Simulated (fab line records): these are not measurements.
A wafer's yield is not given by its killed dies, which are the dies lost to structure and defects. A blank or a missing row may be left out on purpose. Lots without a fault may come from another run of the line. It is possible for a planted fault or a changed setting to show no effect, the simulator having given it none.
fab line records	flow gf180mcu
record: lots: 24	wafers: 72	last-day: 34
route steps=602 shown HV_LDD@234 SALICIDE@286 CONTACT@309 M1@320 V1@356 M3@413
lots with no fault: from the same line, run without faults
start-h: start of the lot's first displayed wafer, in hours after the record's first day	wait-h: hours from the lot's prior step to this one	" the same as in the row above	L1.1+2: a row that stands for several wafers	- no value, or no start was given	* or withheld: withheld	< > ~ a bound
route shown NAME@n: a module of which the file shows steps, and the number in the route of the first	usual: mean/standard deviation taken from wafers without a fault	same: alike in all rows	chamber/n: place in a boat	sites: the reading at each site	_std_site: how widely they spread, as a standard deviation	_edge_site: inner sites' mean taken away from outer sites' mean	radius-mm: how far each site lies from the wafer's centre	mask NAME#n: copy n	behind: the most recent tool/chamber to have shaped the wafer	hold: why the lot went on hold/how many hours it stayed there/how the hold came to an end	device: names the non-switching transistor (n, p or np)	end of line: tests run on the same wafers once the route is complete	a step with no rows: only its recipe	killed: the dies lost at the first sort to structure and to defects; this is not the yield of the wafer	map: shows each die of a wafer: x if killed, . if not, _ if none is there
set.NAME: the setting the step ran with; set.NAME@STEP: the setting that earlier step ran with	model.NAME: the simulator's own value behind a step, which no gauge read
a sample of lots followed through the steps of the route, with each step as a table and each wafer as a row
services: from which hour (start-h, from the record's first day; less than 0 if before it) a tool's chamber was out of use, for how many hours, and why
== steps ==
step: GF_HV_LDD_ETCHBACK_58
recipe: chemistry: CH3F/O2	target: Si3N4	stop-on: SiO2	source-w: 400	bias-w: 80	pressure-mtorr: 25	ch3f-flow-sccm: 40	O2_flow_sccm: 30	time-s: 100	target-depth-a: 900
usual: drypump-motor-current-A: 5.8/0.48	oes-product-au: 0.841/0.0073	throttle-valve-pct: 10.561/0.0089
lot.wafer	tool	chamber	start-h	wait-h	drypump-motor-current-A	oes-product-au	rf-hours-counter-h	throttle-valve-pct
L074.1	rie-diel-04	2	278.84	0.1	5.3	0.822	4	10.551
L074.2	"	1	"	"	5.5	0.825	10	10.559
L074.3	"	3	"	"	5.9	0.832	24	10.556
L075.3	rie-diel-04	2	282.77	0.0	5.4	0.843	4	10.562
L075.4	"	0	"	"	6.7	0.842	69	10.548
L075.6	"	2	"	"	5.4	0.837	-	10.575
L076.2	rie-diel-04	2	291.13	0.0	5.3	0.822	4	10.563
L076.3	"	1	"	"	5.5	0.825	10	10.561
L076.6	"	3	"	"	5.9	0.829	-	10.549
L077.1	rie-diel-04	2	306.80	0.1	5.4	0.838	4	10.562
L077.2	"	0	"	"	6.6	0.840	70	10.574
L077.5	"	0	"	"	6.7	0.837	-	10.556
L078.2	rie-diel-01	3	316.99	0.0	4.7	0.838	3	10.555
L078.3	"	2	"	"	5.7	0.853	84	10.570
L078.6	"	0	"	"	6.0	0.834	-	10.557
L079.1	rie-diel-01	3	320.10	0.1	4.7	0.838	3	10.558
L079.4	"	0	"	"	6.0	0.834	39	10.542
L079.6	"	0	"	"	6.0	0.847	-	10.574
L080.1	rie-diel-04	1	324.72	0.1	5.5	0.840	11	10.551
L080.3	"	0	"	"	6.7	0.836	70	10.552
L080.5	"	1	"	"	5.5	0.847	-	10.569
L081.1	rie-diel-04	3	337.48	0.1	5.9	0.843	26	10.567
L081.2	"	0	"	"	6.6	0.837	71	10.552
L081.3	"	2	"	"	5.4	0.842	5	10.550
L082.1	rie-diel-02	1	346.42	0.1	6.0	0.843	25	10.563
L082.4	"	3	"	"	5.2	0.840	-	10.564
L082.6	"	0	"	"	5.7	0.837	-	10.543
L083.4	rie-diel-02	1	355.05	0.0	6.0	0.839	25	10.564
L083.5	"	1	"	"	6.0	0.848	-	10.551
L083.6	"	0	"	"	5.6	0.845	-	10.570
L084.1	rie-diel-04	3	357.49	0.1	5.9	0.843	27	10.564
L084.3	"	2	"	"	5.4	0.835	6	10.545
L084.6	"	3	"	"	5.9	0.838	-	10.568
L085.2	rie-diel-01	2	362.10	0.0	5.6	0.855	85	10.551
L085.3	"	1	"	"	6.3	0.844	4	10.561
L085.5	"	2	"	"	5.6	0.844	-	10.560
L086.2	rie-diel-04	2	376.09	0.0	5.4	0.835	6	10.561
L086.3	"	1	"	"	5.5	0.845	12	10.559
L086.5	"	3	"	"	6.0	0.840	-	10.551
L087.1	rie-diel-04	0	382.37	0.1	6.7	0.834	72	10.569
L087.4	"	1	"	"	5.5	0.834	12	10.566
L087.6	"	0	"	"	6.7	0.839	-	10.566
L088.3	rie-diel-02	1	390.82	0.0	6.0	0.832	27	10.551
L088.4	"	2	"	"	5.4	0.836	13	10.560
L088.5	"	2	"	"	5.4	0.834	-	10.570
L089.2	rie-diel-02	0	400.52	0.0	5.6	0.838	41	10.560
L089.5	"	0	"	"	5.6	0.846	-	10.555
L089.6	"	3	"	"	5.2	0.841	-	10.563
L090.1	rie-diel-04	3	407.73	0.1	5.9	0.861	28	10.560
L090.2	"	2	"	"	5.4	0.847	7	10.559
L090.4	"	0	"	"	6.6	0.846	73	10.561
L091.3	rie-diel-02	3	413.84	0.0	5.2	0.847	83	10.565
L091.4	"	1	"	"	6.0	0.843	27	10.557
L091.6	"	0	"	"	5.6	0.836	-	10.543
L092.2	rie-diel-02	0	421.37	0.0	5.6	0.849	42	10.564
L092.3	"	2	"	"	5.4	0.835	13	10.573
L092.4	"	1	"	"	6.0	0.850	28	10.559
L093.2	rie-diel-04	2	430.50	0.0	5.3	0.841	7	10.554
L093.3	"	1	"	"	5.5	0.837	14	10.565
L093.4	"	3	"	"	6.0	0.833	28	10.563
L094.2	rie-diel-04	3	437.26	0.0	5.9	0.847	28	10.570
L094.5	"	2	"	"	5.4	0.852	-	10.549
L094.6	"	1	"	"	5.5	0.858	-	10.556
L095.2	rie-diel-02	2	449.00	0.0	5.4	0.857	14	10.553
L095.5	"	1	"	"	6.0	0.846	-	10.560
L095.6	"	2	"	"	5.4	0.850	-	10.584
L096.1	rie-diel-01	3	452.90	0.1	4.7	0.848	7	10.548
L096.3	"	0	"	"	5.9	0.833	43	10.566
L096.5	"	1	"	"	6.3	0.839	-	10.559
L097.1	rie-diel-02	3	466.86	0.1	5.2	0.837	84	10.565
L097.2	"	0	"	"	5.6	0.842	43	10.565
L097.5	"	1	"	"	6.0	0.840	-	10.556
step: GF_SALICIDE_RTA_08
recipe: temp-c: 800	time-s: 30	ambient: N2
usual: lamp-power-pct: 19.5/1.8	wafer_temp_C_max: 803.8/1.1
lot.wafer	tool	chamber	start-h	wait-h	lamp-power-pct	wafer_temp_C_max
L074.1	rtp-anneal-02	0	342.59	0.0	21.1	804.7
L074.2	"	0	"	"	21.0	802.5
L074.3	"	0	"	"	21.0	804.1
L075.3	rtp-anneal-02	0	347.42	0.0	21.0	803.4
L075.4	"	0	"	"	21.0	802.7
L075.6	"	0	"	"	21.0	803.5
L076.2	rtp-anneal-02	0	355.40	0.0	21.0	803.5
L076.3	"	0	"	"	21.0	803.9
L076.6	"	0	"	"	21.1	803.4
L077.1	rtp-anneal-02	0	374.40	0.0	21.0	803.5
L077.2	"	0	"	"	21.0	803.1
L077.5	"	0	"	"	21.0	803.7
L078.2	rtp-anneal-02	0	384.25	0.0	21.0	803.0
L078.3	"	0	"	"	21.0	802.8
L078.6	"	0	"	"	21.0	802.0
L079.1	rtp-anneal-02	0	386.53	0.0	21.1	803.0
L079.4	"	0	"	"	21.0	803.5
L079.6	"	0	"	"	21.0	802.8
L080.1	rtp-anneal-01	0	391.99	0.0	17.4	805.3
L080.3	"	0	"	"	17.4	806.4
L080.5	"	0	"	"	17.4	802.8
L081.1	rtp-anneal-02	0	405.89	0.0	21.0	804.3
L081.2	"	0	"	"	21.0	804.0
L081.3	"	0	"	"	21.1	802.6
L082.1	rtp-anneal-02	0	416.19	0.0	21.0	803.0
L082.4	"	0	"	"	21.0	803.3
L082.6	"	0	"	"	21.1	803.3
L083.4	rtp-anneal-01	0	424.44	0.1	17.4	804.7
L083.5	"	0	"	"	17.4	804.0
L083.6	"	0	"	"	17.4	803.5
L084.1	rtp-anneal-02	0	428.55	0.0	21.0	802.9
L084.3	"	0	"	"	21.0	802.7
L084.6	"	0	"	"	21.0	802.2
L085.2	rtp-anneal-02	0	433.79	0.0	21.0	802.6
L085.3	"	0	"	"	21.0	802.6
L085.5	"	0	"	"	21.0	803.4
L086.2	rtp-anneal-01	0	447.33	0.0	17.4	804.9
L086.3	"	0	"	"	17.3	805.6
L086.5	"	0	"	"	17.4	804.6
L087.1	rtp-anneal-02	0	455.29	0.0	21.1	803.2
L087.4	"	0	"	"	21.0	803.2
L087.6	"	0	"	"	21.0	803.1
L088.3	rtp-anneal-01	0	465.63	0.0	17.4	805.6
L088.4	"	0	"	"	17.3	804.2
L088.5	"	0	"	"	17.4	805.1
L089.2	rtp-anneal-01	0	473.29	0.0	17.4	803.5
L089.5	"	0	"	"	17.3	805.9
L089.6	"	0	"	"	17.4	804.5
L090.1	rtp-anneal-01	0	481.45	0.0	17.4	803.3
L090.2	"	0	"	"	17.3	804.0
L090.4	"	0	"	"	17.3	805.1
L091.3	rtp-anneal-02	0	487.97	0.0	21.0	805.3
L091.4	"	0	"	"	21.0	803.6
L091.6	"	0	"	"	21.0	803.9
L092.2	rtp-anneal-01	0	496.00	0.0	17.4	805.4
L092.3	"	0	"	"	17.3	804.0
L092.4	"	0	"	"	17.4	803.6
L093.2	rtp-anneal-01	0	505.60	0.0	17.3	802.9
L093.3	"	0	"	"	17.4	803.8
L093.4	"	0	"	"	17.4	804.6
L094.2	rtp-anneal-01	0	511.85	0.0	17.4	803.2
L094.5	"	0	"	"	17.4	804.7
L094.6	"	0	"	"	17.4	805.8
L095.2	rtp-anneal-02	0	522.62	0.0	21.0	803.1
L095.5	"	0	"	"	21.0	803.3
L095.6	"	0	"	"	21.0	803.9
L096.1	rtp-anneal-01	0	526.37	0.0	17.4	804.9
L096.3	"	0	"	"	17.4	804.3
L096.5	"	0	"	"	17.4	805.4
L097.1	rtp-anneal-02	0	539.03	0.0	21.0	804.0
L097.2	"	0	"	"	21.1	802.7
L097.5	"	0	"	"	21.0	803.4
step: GF_CONTACT_SPUTTER_22
recipe: material: Ti	target-thk-nm: 15	chamber-pressure-pa: 5	power-w: 2500	substrate-temp-c: 200	time-s: 80.02
usual: throttle-valve-pct: 30.5/0.99
lot.wafer	tool	chamber	start-h	wait-h	throttle-valve-pct
L074.1	pvd-sputter-04	-	364.82	0.0	30.8
L074.2	"	-	"	"	32.1
L074.3	"	-	"	"	30.0
L075.3	pvd-sputter-01	-	370.37	0.0	29.0
L075.4	"	-	"	"	31.2
L075.6	"	-	"	"	31.3
L076.2	pvd-sputter-01	-	378.83	0.0	29.7
L076.3	"	-	"	"	29.0
L076.6	"	-	"	"	29.8
L077.1	pvd-sputter-04	-	398.70	0.0	32.3
L077.2	"	-	"	"	31.1
L077.5	"	-	"	"	30.9
L078.2	pvd-sputter-04	-	409.05	0.0	30.9
L078.3	"	-	"	"	29.6
L078.6	"	-	"	"	30.4
L079.1	pvd-sputter-02	-	411.36	0.0	29.7
L079.4	"	-	"	"	30.8
L079.6	"	-	"	"	29.6
L080.1	pvd-sputter-04	-	416.43	0.0	29.8
L080.3	"	-	"	"	30.3
L080.5	"	-	"	"	32.1
L081.1	pvd-sputter-01	-	431.29	0.0	29.6
L081.2	"	-	"	"	29.3
L081.3	"	-	"	"	29.7
L082.1	pvd-sputter-04	-	441.40	0.0	32.2
L082.4	"	-	"	"	31.1
L082.6	"	-	"	"	32.1
L083.4	pvd-sputter-01	-	450.84	0.0	29.5
L083.5	"	-	"	"	29.8
L083.6	"	-	"	"	29.5
L084.1	pvd-sputter-01	-	454.45	0.0	29.7
L084.3	"	-	"	"	29.7
L084.6	"	-	"	"	29.9
L085.2	pvd-sputter-02	-	459.42	0.0	29.8
L085.3	"	-	"	"	32.0
L085.5	"	-	"	"	30.8
L086.2	pvd-sputter-02	-	472.53	0.0	30.1
L086.3	"	-	"	"	32.0
L086.5	"	-	"	"	32.0
L087.1	pvd-sputter-01	-	481.48	0.0	28.8
L087.4	"	-	"	"	29.8
L087.6	"	-	"	"	31.2
L088.3	pvd-sputter-04	-	491.21	0.0	32.1
L088.4	"	-	"	"	30.4
L088.5	"	-	"	"	32.1
L089.2	pvd-sputter-01	-	499.06	0.0	30.9
L089.5	"	-	"	"	29.7
L089.6	"	-	"	"	29.6
L090.1	pvd-sputter-02	-	506.78	0.0	30.6
L090.2	"	-	"	"	30.5
L090.4	"	-	"	"	29.6
L091.3	pvd-sputter-01	-	513.24	0.0	29.1
L091.4	"	-	"	"	29.8
L091.6	"	-	"	"	29.6
L092.2	pvd-sputter-01	-	521.00	0.0	29.7
L092.3	"	-	"	"	31.2
L092.4	"	-	"	"	29.6
L093.2	pvd-sputter-04	-	530.37	0.0	32.3
L093.3	"	-	"	"	30.4
L093.4	"	-	"	"	29.6
L094.2	pvd-sputter-04	-	536.32	0.0	29.8
L094.5	"	-	"	"	29.6
L094.6	"	-	"	"	31.0
L095.2	pvd-sputter-04	-	546.80	0.0	30.8
L095.5	"	-	"	"	32.4
L095.6	"	-	"	"	31.0
L096.1	pvd-sputter-02	-	550.39	0.0	30.5
L096.3	"	-	"	"	30.6
L096.5	"	-	"	"	30.6
L097.1	pvd-sputter-01	-	560.81	0.0	29.5
L097.2	"	-	"	"	31.3
L097.5	"	-	"	"	29.5
step: GF_M1_RS_MEAS_05
recipe: thk-meas-gauge: four-point-probe	reads: TiN_of_M1_SPUTTER_04+Ti_of_M1_SPUTTER_03+AlCu_of_M1_SPUTTER_02+TiN_of_M1_SPUTTER_01+Ti_of_M1_SPUTTER_00
usual: M1_ALCU_RS: 0.0693/0.00089
lot.wafer	tool	chamber	start-h	wait-h	M1_ALCU_RS[ohm/sq]
L074.1	film-metro-03	-	365.72	0.0	0.0680
L074.2	"	-	"	"	0.0699
L074.3	"	-	"	"	0.0697
L075.3	film-metro-03	-	371.31	0.1	0.0704
L075.4	"	-	"	"	0.0692
L075.6	"	-	"	"	0.0698
L076.2	film-metro-03	-	379.75	0.0	0.0693
L076.3	"	-	"	"	0.0695
L076.6	"	-	"	"	0.0694
L077.1	film-metro-04	-	399.60	0.0	0.0689
L077.2	"	-	"	"	0.0684
L077.5	"	-	"	"	0.0685
L078.2	film-metro-04	-	410.20	0.0	0.0684
L078.3	"	-	"	"	0.0684
L078.6	"	-	"	"	0.0684
L079.1	film-metro-01	-	412.26	0.0	0.0683
L079.4	"	-	"	"	0.0694
L079.6	"	-	"	"	0.0688
L080.1	film-metro-01	-	417.33	0.0	0.0682
L080.3	"	-	"	"	0.0681
L080.5	"	-	"	"	0.0685
L081.1	film-metro-01	-	432.19	0.0	0.0703
L081.2	"	-	"	"	0.0707
L081.3	"	-	"	"	0.0701
L082.1	film-metro-01	-	442.30	0.0	0.0686
L082.4	"	-	"	"	0.0690
L082.6	"	-	"	"	0.0700
L083.4	film-metro-01	-	451.80	0.1	0.0712
L083.5	"	-	"	"	0.0713
L083.6	"	-	"	"	0.0714
L084.1	film-metro-04	-	455.35	0.0	0.0711
L084.3	"	-	"	"	0.0699
L084.6	"	-	"	"	0.0697
L085.2	film-metro-01	-	460.34	0.0	0.0691
L085.3	"	-	"	"	0.0703
L085.5	"	-	"	"	0.0699
L086.2	film-metro-03	-	473.61	0.0	0.0693
L086.3	"	-	"	"	0.0703
L086.5	"	-	"	"	0.0704
L087.1	film-metro-01	-	482.41	0.0	0.0706
L087.4	"	-	"	"	0.0704
L087.6	"	-	"	"	0.0692
L088.3	film-metro-04	-	492.15	0.1	0.0709
L088.4	"	-	"	"	0.0706
L088.5	"	-	"	"	0.0693
L089.2	film-metro-01	-	499.98	0.0	0.0691
L089.5	"	-	"	"	0.0685
L089.6	"	-	"	"	0.0693
L090.1	film-metro-04	-	507.68	0.0	0.0699
L090.2	"	-	"	"	0.0690
L090.4	"	-	"	"	0.0690
L091.3	film-metro-04	-	514.18	0.1	0.0694
L091.4	"	-	"	"	0.0683
L091.6	"	-	"	"	0.0689
L092.2	film-metro-04	-	521.92	0.0	0.0692
L092.3	"	-	"	"	0.0691
L092.4	"	-	"	"	0.0686
L093.2	film-metro-03	-	531.29	0.0	0.0683
L093.3	"	-	"	"	0.0682
L093.4	"	-	"	"	0.0682
L094.2	film-metro-04	-	537.24	0.0	0.0687
L094.5	"	-	"	"	0.0691
L094.6	"	-	"	"	0.0689
L095.2	film-metro-04	-	547.72	0.0	0.0676
L095.5	"	-	"	"	0.0692
L095.6	"	-	"	"	0.0692
L096.1	film-metro-04	-	551.32	0.0	0.0708
L096.3	"	-	"	"	0.0706
L096.5	"	-	"	"	0.0709
L097.1	film-metro-01	-	561.71	0.0	0.0692
L097.2	"	-	"	"	0.0684
L097.5	"	-	"	"	0.0684
step: GF_V1_SPUTTER_21
recipe: material: Ti	target-thk-nm: 15	chamber-pressure-pa: 5	power-w: 2500	substrate-temp-c: 200	time-s: 80.02
usual: throttle-valve-pct: 30.5/0.93
lot.wafer	tool	chamber	start-h	wait-h	throttle-valve-pct
L074.1	pvd-sputter-04	-	413.41	0.0	30.4
L074.2	"	-	"	"	32.2
L074.3	"	-	"	"	31.1
L075.3	pvd-sputter-03	-	419.88	0.0	31.6
L075.4	"	-	"	"	30.0
L075.6	"	-	"	"	31.6
L076.2	pvd-sputter-04	-	428.38	0.0	30.3
L076.3	"	-	"	"	29.8
L076.6	"	-	"	"	32.2
L077.1	pvd-sputter-04	-	448.76	0.0	31.1
L077.2	"	-	"	"	30.5
L077.5	"	-	"	"	29.7
L078.2	pvd-sputter-01	-	460.18	0.0	29.3
L078.3	"	-	"	"	31.4
L078.6	"	-	"	"	31.1
L079.1	pvd-sputter-04	-	463.85	0.0	31.1
L079.4	"	-	"	"	30.0
L079.6	"	-	"	"	29.7
L080.1	pvd-sputter-01	-	468.58	0.0	31.2
L080.3	"	-	"	"	29.8
L080.5	"	-	"	"	31.3
L081.1	pvd-sputter-03	-	482.64	0.0	31.7
L081.2	"	-	"	"	30.4
L081.3	"	-	"	"	30.1
L082.1	pvd-sputter-04	-	493.42	0.0	30.8
L082.4	"	-	"	"	30.3
L082.6	"	-	"	"	29.7
L083.4	pvd-sputter-04	-	501.81	0.0	29.5
L083.5	"	-	"	"	29.7
L083.6	"	-	"	"	31.0
L084.1	pvd-sputter-03	-	506.39	0.0	30.1
L084.3	"	-	"	"	30.0
L084.6	"	-	"	"	31.9
L085.2	pvd-sputter-01	-	510.43	0.0	29.6
L085.3	"	-	"	"	31.4
L085.5	"	-	"	"	29.6
L086.2	pvd-sputter-03	-	523.71	0.0	30.3
L086.3	"	-	"	"	31.7
L086.5	"	-	"	"	30.2
L087.1	pvd-sputter-04	-	531.97	0.0	31.0
L087.4	"	-	"	"	30.4
L087.6	"	-	"	"	30.5
L088.3	pvd-sputter-04	-	541.11	0.0	31.0
L088.4	"	-	"	"	29.5
L088.5	"	-	"	"	29.5
L089.2	pvd-sputter-01	-	548.11	0.0	29.7
L089.5	"	-	"	"	28.9
L089.6	"	-	"	"	29.6
L090.1	pvd-sputter-03	-	554.77	0.0	30.1
L090.2	"	-	"	"	30.6
L090.4	"	-	"	"	31.7
L091.3	pvd-sputter-03	-	560.66	0.0	31.7
L091.4	"	-	"	"	30.3
L091.6	"	-	"	"	30.4
L092.2	pvd-sputter-01	-	577.40	0.0	29.6
L092.3	"	-	"	"	31.5
L092.4	"	-	"	"	29.1
L093.2	pvd-sputter-04	-	579.82	0.0	30.5
L093.3	"	-	"	"	31.1
L093.4	"	-	"	"	32.2
L094.2	pvd-sputter-01	-	582.92	0.0	29.8
L094.5	"	-	"	"	29.5
L094.6	"	-	"	"	29.8
L095.2	pvd-sputter-04	-	592.23	0.0	30.4
L095.5	"	-	"	"	30.8
L095.6	"	-	"	"	32.2
L096.1	pvd-sputter-01	-	596.31	0.0	31.4
L096.3	"	-	"	"	29.6
L096.5	"	-	"	"	29.8
L097.1	pvd-sputter-01	-	607.17	0.0	30.0
L097.2	"	-	"	"	31.3
L097.5	"	-	"	"	29.3
step: GF_M3_SPUTTER_04
recipe: material: TiN	target-thk-nm: 50	power-w: 6500	time-s: 41.7	chamber-pressure-pa: 0.4
usual: throttle-valve-pct: 30.7/0.84
lot.wafer	tool	chamber	start-h	wait-h	throttle-valve-pct
L074.1	pvd-sputter-04	-	465.94	0.0	29.9
L074.2	"	-	"	"	30.4
L074.3	"	-	"	"	32.0
L075.3	pvd-sputter-04	-	471.36	0.0	32.2
L075.4	"	-	"	"	30.3
L075.6	"	-	"	"	32.2
L076.2	pvd-sputter-02	-	481.00	0.0	30.2
L076.3	"	-	"	"	30.6
L076.6	"	-	"	"	31.9
L077.1	pvd-sputter-03	-	501.57	0.0	31.7
L077.2	"	-	"	"	30.1
L077.5	"	-	"	"	31.6
L078.2	pvd-sputter-03	-	512.28	0.0	30.1
L078.3	"	-	"	"	31.5
L078.6	"	-	"	"	31.9
L079.1	pvd-sputter-04	-	515.48	0.0	30.9
L079.4	"	-	"	"	29.7
L079.6	"	-	"	"	32.2
L080.1	pvd-sputter-04	-	520.55	0.0	30.9
L080.3	"	-	"	"	29.5
L080.5	"	-	"	"	32.3
L081.1	pvd-sputter-03	-	533.99	0.0	29.9
L081.2	"	-	"	"	31.8
L081.3	"	-	"	"	30.4
L082.1	pvd-sputter-03	-	543.26	0.0	30.1
L082.4	"	-	"	"	30.3
L082.6	"	-	"	"	30.0
L083.4	pvd-sputter-04	-	551.82	0.0	30.5
L083.5	"	-	"	"	31.2
L083.6	"	-	"	"	29.9
L084.1	pvd-sputter-04	-	557.25	0.0	32.3
L084.3	"	-	"	"	31.0
L084.6	"	-	"	"	30.6
L085.2	pvd-sputter-04	-	558.82	0.0	30.9
L085.3	"	-	"	"	32.5
L085.5	"	-	"	"	29.7
L086.2	pvd-sputter-02	-	579.57	0.0	30.1
L086.3	"	-	"	"	30.7
L086.5	"	-	"	"	30.3
L087.1	pvd-sputter-02	-	581.22	0.0	30.2
L087.4	"	-	"	"	31.9
L087.6	"	-	"	"	29.6
L088.3	pvd-sputter-04	-	587.53	0.0	30.2
L088.4	"	-	"	"	31.0
L088.5	"	-	"	"	30.7
L089.2	pvd-sputter-03	-	594.82	0.0	30.5
L089.5	"	-	"	"	29.9
L089.6	"	-	"	"	29.8
L090.1	pvd-sputter-04	-	603.78	0.0	29.7
L090.2	"	-	"	"	30.4
L090.4	"	-	"	"	31.1
L091.3	pvd-sputter-03	-	607.33	0.0	31.7
L091.4	"	-	"	"	30.3
L091.6	"	-	"	"	30.2
L092.2	pvd-sputter-04	-	623.87	0.0	31.1
L092.3	"	-	"	"	30.4
L092.4	"	-	"	"	29.6
L093.2	pvd-sputter-02	-	625.84	0.0	30.6
L093.3	"	-	"	"	29.7
L093.4	"	-	"	"	30.1
L094.2	pvd-sputter-02	-	629.37	0.0	30.5
L094.5	"	-	"	"	30.0
L094.6	"	-	"	"	31.8
L095.2	pvd-sputter-02	-	636.42	0.0	30.8
L095.5	"	-	"	"	30.1
L095.6	"	-	"	"	29.8
L096.1	pvd-sputter-03	-	641.35	0.0	30.6
L096.3	"	-	"	"	30.1
L096.5	"	-	"	"	30.4
L097.1	pvd-sputter-02	-	652.78	0.0	29.9
L097.2	"	-	"	"	30.8
L097.5	"	-	"	"	32.1
== services ==
tool	chamber	start-h	hours	kind
pvd-sputter-03	-	258.06	0.8	repair
pvd-sputter-02	-	260.93	1.0	repair
rie-diel-02	1	317.16	5.7	repair
rie-diel-02	-	320.04	4.3	pm
pvd-sputter-04	-	329.65	4.8	repair
rie-diel-01	1	336.63	11.5	repair
rie-diel-02	2	343.72	4.1	repair
rie-diel-01	3	355.35	7.6	repair
rie-diel-01	-	360.12	1.0	repair
rie-diel-04	-	398.94	2.8	pm
rie-diel-02	1	479.72	9.9	repair
pvd-sputter-03	-	485.76	4.1	repair
rie-diel-04	1	489.23	11.4	repair
rtp-anneal-01	-	499.65	3.7	pm
rie-diel-02	-	513.92	0.1	repair
rie-diel-04	0	525.96	5.9	repair
rie-diel-04	2	531.40	11.3	repair
pvd-sputter-01	-	539.58	2.1	repair
rie-diel-02	0	545.16	2.4	repair
pvd-sputter-03	-	565.80	0.5	repair
rie-diel-04	-	569.38	0.4	repair
pvd-sputter-01	-	572.49	0.8	repair
rie-diel-04	-	579.30	1.1	repair
pvd-sputter-04	-	582.23	1.4	repair
== key ==
fault none
